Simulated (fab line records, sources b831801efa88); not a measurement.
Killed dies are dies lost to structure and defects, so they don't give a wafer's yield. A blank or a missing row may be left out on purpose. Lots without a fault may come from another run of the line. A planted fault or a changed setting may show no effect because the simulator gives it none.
fab line records | flow sky130
record lots=15 wafers=45 last_day=50
route steps=708 shown SONOS_TUNNEL@165 PAD_OPEN@708
lots that met no fault: from a run of the same line without faults
start_h: hours from the record's first day to the start of the lot's first wafer shown | wait_h: hours since the lot's step before | " the same as in the row above | L1.1+2: a row that stands for several wafers | - no value, or no start given | * or withheld: withheld | < > ~ a bound
route shown NAME@n: a module of which the file shows steps, and the number in the route of the first | usual: mean/standard deviation of fault-free wafers | same: alike in all rows | chamber/n: place in a boat | sites: the reading at each site | _std_site: their standard deviation | _edge_site: outer sites' mean less inner sites' | radius_mm: how far each site lies from the wafer's centre | mask NAME#n: copy n | behind: the tool/chamber that last shaped the wafer | hold: why the lot was held/for how many hours/how that ended | device: the transistor (n, p or np) that didn't switch | end of line: the same wafers' tests at the end of the route | a step without rows: its recipe alone | killed: dies lost to structure and defects at the first sort, not the wafer's yield | map: a wafer's dies, x killed, . not, _ none there
set.NAME: the setting as run; set.NAME@STEP: as run at that earlier step | model.NAME: the simulator's own value behind a step, which no gauge read
steps of the route over a sample of lots; a table a step, a row a wafer
services: from which hour (start_h, from the record's first day; less than 0 if before it) a tool's chamber was out of use, for how many hours, and why
## steps
# step SKY_SONOS_TUNNEL_STRIP_11
# recipe chemistry=SPM time_s=600 temp_c=130
# usual bath_guard_temp_C=130.2/0.41 bath_heat_duty_pct=14.8/1.9
# columns lot.wafer tool chamber start_h wait_h bath_guard_temp_C bath_heat_duty_pct
L635.1 wet_bench-03 3 244.86 0.0 130.7 14.5
L635.4 " 3 " " 130.1 14.2
L635.6 " 3 " " 130.5 13.5
L637.2 wet_bench-03 2 265.43 0.0 130.5 15.8
L637.5 " 2 " " 130.4 15.7
L637.6 " 2 " " 130.5 18.0
L639.1 wet_bench-01 2 274.30 0.0 130.1 12.6
L639.3 " 2 " " 130.3 13.3
L639.5 " 2 " " 130.1 11.9
L641.1 wet_bench-03 0 293.17 0.0 - -
L641.2 " 0 " " - -
L641.5 " 0 " " - -
L642.2 wet_bench-01 2 297.71 0.0 - -
L642.4 " 2 " " - -
L642.5 " 2 " " - -
L643.2 wet_bench-02 1 305.38 0.0 - -
L643.4 " 1 " " - -
L643.6 " 1 " " - -
L649.2 wet_bench-02 2 355.82 0.0 130.1 15.7
L649.3 " 2 " " 130.3 14.3
L649.4 " 2 " " 129.9 14.5
L650.2 wet_bench-03 2 362.92 0.0 130.5 16.0
L650.3 " 2 " " 130.8 16.1
L650.6 " 2 " " 130.6 15.5
L651.2 wet_bench-01 1 373.54 0.0 129.7 16.8
L651.4 " 1 " " 128.9 17.2
L651.5 " 1 " " 129.2 15.8
L652.1 wet_bench-03 3 381.00 0.0 130.6 14.7
L652.3 " 3 " " 130.5 14.7
L652.6 " 3 " " 130.6 14.8
L653.1 wet_bench-01 0 385.66 0.0 129.9 14.6
L653.2 " 0 " " 130.0 15.0
L653.4 " 0 " " 129.7 13.1
L654.1 wet_bench-03 0 402.75 0.0 130.2 15.4
L654.2 " 0 " " 129.7 17.2
L654.5 " 0 " " 130.2 17.2
L655.3 wet_bench-02 3 412.48 0.0 130.2 13.1
L655.5 " 3 " " 130.6 12.8
L655.6 " 3 " " 129.9 12.6
L656.1 wet_bench-03 1 420.26 0.0 130.7 11.7
L656.3 " 1 " " 130.4 12.1
L656.6 " 1 " " 130.3 12.0
L657.1 wet_bench-03 3 439.04 0.0 130.6 14.3
L657.2 " 3 " " 130.5 14.4
L657.4 " 3 " " 130.4 14.8
# step SKY_PAD_OPEN_PROBE_99
# usual killed_at_M0_to_M3=44/7.2 killed_at_M4_up=3.4/2.1 killed_at_contacts=24/5.5 killed_at_front_end=15/4.6 killed_at_other=0.4/0.64 killed_dies=86/9.1 killed_on_rim=17/3.8 killed_open=47/7.5 killed_short=39/5.8
# same gross_dies=492 killed_at_back_side=0
# columns lot.wafer tool chamber start_h wait_h killed_at_M0_to_M3 killed_at_M4_up killed_at_contacts killed_at_front_end killed_at_other killed_dies killed_on_rim killed_open killed_short
L641.1 prober-01 - 1114.72 0.1 58 4 15 415 0 492 96 54 41
L641.2 prober-01 - 1114.77 0.1 49 2 22 417 2 492 96 52 48
L641.5 prober-01 - 1114.92 0.2 50 1 21 419 1 492 96 44 46
L642.2 prober-02 - 1116.87 0.1 39 3 20 430 0 492 96 41 38
L642.4 prober-02 - 1116.97 0.2 41 7 25 419 0 492 96 49 44
L642.5 prober-02 - 1117.02 0.2 37 6 29 419 1 492 96 48 41
L643.2 prober-01 - 1122.18 0.1 56 7 10 419 0 492 96 57 29
L643.4 prober-01 - 1122.28 0.2 35 0 32 424 1 492 96 41 42
L643.6 prober-01 - 1122.38 0.2 36 1 18 436 1 492 96 40 33
# killed by level:class
L641.1 SONOS_ONO:area_oxidation=397 VIA1:geometric_particle:open=13 VIA3:geometric_particle:open=11 VIA2:geometric_particle:open=8 VIA2:geometric_particle:short=7 FIELD_ISO:geometric_particle:open=6 CONTACT:geometric_particle:open=5 LI_CONTACT:geometric_particle:open=4
L641.2 SONOS_ONO:area_oxidation=392 VIA2:geometric_particle:open=11 POLY_GATE:geometric_particle:open=8 FIELD_ISO:geometric_particle:short=6 LI_CONTACT:geometric_particle:open=6 LOCAL_INTERCONNECT:geometric_particle:short=6 VIA1:geometric_particle:short=6 CONTACT:geometric_particle:open=5
L641.5 SONOS_ONO:area_oxidation=401 CONTACT:geometric_particle:open=7 METAL1:geometric_particle:short=7 VIA1:geometric_particle:open=7 VIA3:geometric_particle:open=7 FIELD_ISO:geometric_particle:open=6 VIA2:geometric_particle:open=6 VIA2:geometric_particle:short=6
L642.2 SONOS_ONO:area_oxidation=413 CONTACT:geometric_particle:open=8 VIA2:geometric_particle:open=7 VIA1:geometric_particle:open=6 METAL3:geometric_particle:short=6 POLY_GATE:geometric_particle:open=5 LI_CONTACT:geometric_particle:open=5 VIA1:geometric_particle:short=5
L642.4 SONOS_ONO:area_oxidation=399 VIA1:geometric_particle:open=15 CONTACT:geometric_particle:open=8 METAL2:geometric_particle:short=6 FIELD_ISO:geometric_particle:open=5 CONTACT:geometric_particle:short=5 LOCAL_INTERCONNECT:geometric_particle:short=5 METAL4:geometric_particle:short=5
L642.5 SONOS_ONO:area_oxidation=403 CONTACT:geometric_particle:open=15 VIA1:geometric_particle:open=9 POLY_GATE:geometric_particle:open=6 METAL1:geometric_particle:short=6 METAL4:geometric_particle:short=6 LI_CONTACT:geometric_particle:open=5 LOCAL_INTERCONNECT:geometric_particle:short=5
L643.2 SONOS_ONO:area_oxidation=406 VIA1:geometric_particle:open=13 VIA2:geometric_particle:open=9 FIELD_ISO:geometric_particle:open=8 VIA3:geometric_particle:open=8 METAL2:geometric_particle:short=6 CONTACT:geometric_particle:open=5 VIA2:geometric_particle:short=4
L643.4 SONOS_ONO:area_oxidation=409 CONTACT:geometric_particle:open=9 VIA3:geometric_particle:open=7 LI_CONTACT:geometric_particle:short=6 FIELD_ISO:geometric_particle:open=5 LOCAL_INTERCONNECT:geometric_particle:short=5 CONTACT:geometric_particle:short=5 METAL1:geometric_particle:short=5
L643.6 SONOS_ONO:area_oxidation=418 VIA1:geometric_particle:open=9 METAL2:geometric_particle:short=7 CONTACT:geometric_particle:open=6 LI_CONTACT:geometric_particle:open=5 METAL1:geometric_particle:short=5 VIA3:geometric_particle:open=5 FIELD_ISO:geometric_particle:short=4
## services
# columns tool chamber start_h hours kind
wet_bench-01 - 224.70 0.5 repair
wet_bench-02 - 258.95 27.0 pm
wet_bench-01 - 420.99 3.4 repair
## key
first_sign step=SKY_SONOS_TUNNEL_STRIP_11 reading=tool_record direction=missing
effect step=SKY_PAD_OPEN_PROBE_99 reading=killed_at_front_end direction=up sigmas=88 usual=15 struck=422
more_kills_born_at SKY_SONOS_ONO_OXIDATION_00@furnace-01=3638
met_at SKY_SONOS_TUNNEL_STRIP_11
struck_lots L641,L642,L643
later_rows_left_out L641.1,L641.2,L641.5,L642.2,L642.4,L642.5,L643.2,L643.4,L643.6
tester_left_out L641,L642,L643
onset_between 274.30 293.17
fault kind=skipped_step_whole tool=wet_bench-01,wet_bench-02,wet_bench-03 chamber=- onset_h=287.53 steps=SKY_SONOS_TUNNEL_STRIP_11 scope=struck_lots_only
# tester_left_out: of these lots the tester's yield and bins aren't shown, on N5 and GAA mostly nor the transistor test; their killed dies are dies lost to structure and defects alone, not to doping, threshold or leakage, so they don't give the yield
# later_rows_left_out: the simulator's readings of these wafers behind a module that went badly wrong aren't trusted and aren't shown, but for the sort
